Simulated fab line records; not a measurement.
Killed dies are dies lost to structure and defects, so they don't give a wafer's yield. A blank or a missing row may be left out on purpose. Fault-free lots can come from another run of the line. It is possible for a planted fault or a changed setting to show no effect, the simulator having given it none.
Matching of chambers | flow sky130 | SKY_LI_CONTACT_CMP_02 on cmp-02: 4 sister chambers
The step polishes PSG. 4 wafers are shown with their chamber, then 12 later ones without.

== WAFERS WITH THEIR CHAMBER ==
wafer  | chamber | motor_current_A (A)
L604.5 | 0       | 11.3
L606.1 | 3       | 13.2
L606.3 | 1       | 13.4
L606.6 | 2       | 11.3

== WAFERS WITH NO CHAMBER GIVEN ==
wafer  | motor_current_A (A)
L607.3 | 10.7
L607.5 | 12.7
L607.6 | 11.0
L608.1 | 11.1
L608.2 | 11.3
L608.4 | 12.5
L610.4 | 11.6
L610.5 | 10.9
L610.6 | 12.4
L616.2 | 11.9
L616.5 | 10.6
L616.6 | 12.7

== CHAMBER TAKEN BY EACH ==
wafer  | from the rows above               | in truth
L607.3 | can't be placed: 0 or 2           | 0
L607.5 | can't be placed: 3 or 1 or 0 or 2 | 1
L607.6 | can't be placed: 0 or 2           | 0
L608.1 | can't be placed: 0 or 2           | 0
L608.2 | can't be placed: 0 or 2           | 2
L608.4 | can't be placed: 3 or 1 or 0 or 2 | 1
L610.4 | can't be placed: 0 or 2           | 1
L610.5 | can't be placed: 0 or 2           | 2
L610.6 | can't be placed: 3 or 1 or 0 or 2 | 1
L616.2 | can't be placed: 0 or 2 or 3 or 1 | 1
L616.5 | can't be placed: 0 or 2           | 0
L616.6 | can't be placed: 3 or 1 or 0 or 2 | 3
0 of 12 placed correctly. Unplaceable from these rows: 12, with the true chamber sitting among the candidates in 11. Placed wrongly: 0.
How it was worked out, from the rows above alone: a wafer's distance from a chamber is the root of the sum, over the readings, of the square of ((its reading less the chamber's mean) divided by the reading's scatter). If the next closest chamber is less than 2 further off than the closest, the wafer can't be placed; otherwise it belongs to the closest. Each chamber's mean is taken over the wafers shown for it. The scatter: with one shown wafer a chamber, the root of the mean of the squares of how far each hidden wafer lies from its nearest shown one.
